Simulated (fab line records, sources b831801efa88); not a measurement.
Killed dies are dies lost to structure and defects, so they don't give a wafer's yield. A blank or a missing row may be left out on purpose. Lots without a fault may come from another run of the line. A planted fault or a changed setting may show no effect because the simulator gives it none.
A struck lot beside a sound one | flow sky130 | 14 steps out of a route of 708
Sound: wafers L733.3, L733.5, L733.6. Struck: wafers L749.2, L749.3, L749.5. The cause comes at the end.
At each step with rows: each side's tool, then ch and its chambers, then its first start. Under that, the readings that differ: sound wafers | struck wafers | difference of the means | sigmas: that difference in standard deviations of wafers without a fault.
alike: readings whose means differ by less than 2 such deviations, and words and numbers that are the same on both sides. not compared: withheld readings, readings that some wafer has no value for, bounds like >300 that may hide the same value, and numbers for which the record gives no deviation and whose values overlap.
The two part at a step that has a row with sigmas, a row that says differs or no value, or rows on one side only. Numbers that don't overlap but have no deviation are shown without sigmas and don't part them. A reading that every wafer of one side lacks parts them only if that side has two wafers or more.

SKY_LDD_LDN_TW_MEAS_13:
  sound on film_metro-03, day 23 22:28; struck on film_metro-03, day 29 09:11
  alike: LDD_LDN_TW
then, 2 steps without rows for these wafers: SKY_LDD_LDN_CLEAN_14 (cleans in SC1/SC2, time 150 s); SKY_SPACER_CVD_00 (deposits Si3N4 from DCS/NH3, target thk 43.1 nm, time 740 s).
SKY_SPACER_THK_MEAS_01:
  sound on film_metro-03, day 24 10:26; struck on film_metro-03, day 29 14:58
  alike: SPACER_CVD_00_THK
SKY_SPACER_ETCHBACK_02: etches Si3N4 in CH3F/O2, stops on SiO2, time 46.7 s, target depth 45 nm.
  sound on rie_diel-01 ch 0,1, day 24 10:29; struck on rie_diel-03 ch 1,2,3, day 29 15:01
  alike: drypump_motor_current_A, oes_product_au, throttle_valve_pct
  not compared: rf_hours_counter_h
then, 7 steps without rows for these wafers: SKY_POLY_CUT_DEHYDRATE_00 (time 60 s); SKY_POLY_CUT_HMDS_01 (prime time 60 s); SKY_POLY_CUT_COAT_02 (resist thk 60 nm); SKY_POLY_CUT_COAT_03 (resist thk 450 nm); SKY_POLY_CUT_SOFTBAKE_04 (time 90 s); SKY_POLY_CUT_EXPOSE_05 (exposes mask NPCM, target cd 270 nm); SKY_POLY_CUT_PEB_06.
SKY_POLY_CUT_DEVELOP_07: develop time 60 s.
  sound on litho_track-02 ch 0, day 25 15:00; struck on litho_track-04, day 30 18:00
  no value came back on the struck wafers for chill_plate_temp_C (C), develop_time_s (s); on the sound wafers chill_plate_temp_C (C) reads 23.04 23.03 23.00
  reading                                         | sound           | struck            | difference | sigmas
  model.KrF-thick_of_POLY_CUT_COAT_03.thk_nm (nm) | 436 435.6 436.5 | 447.1 447.1 447.5 | +11.2      |
SKY_POLY_CUT_CD_MEAS_08: target cd 270 nm.
  sound on cd_sem-02, day 25 15:30; struck on cd_sem-01, day 30 18:54
  reading    | sound             | struck | difference                    | sigmas
  cd_nm (nm) | 268.4 270.3 269.5 | - - -  | no value on the struck wafers |

WHERE THEY PART
First at SKY_POLY_CUT_DEVELOP_07; last, within this record, at SKY_POLY_CUT_CD_MEAS_08.

WHY: what the simulator had put in
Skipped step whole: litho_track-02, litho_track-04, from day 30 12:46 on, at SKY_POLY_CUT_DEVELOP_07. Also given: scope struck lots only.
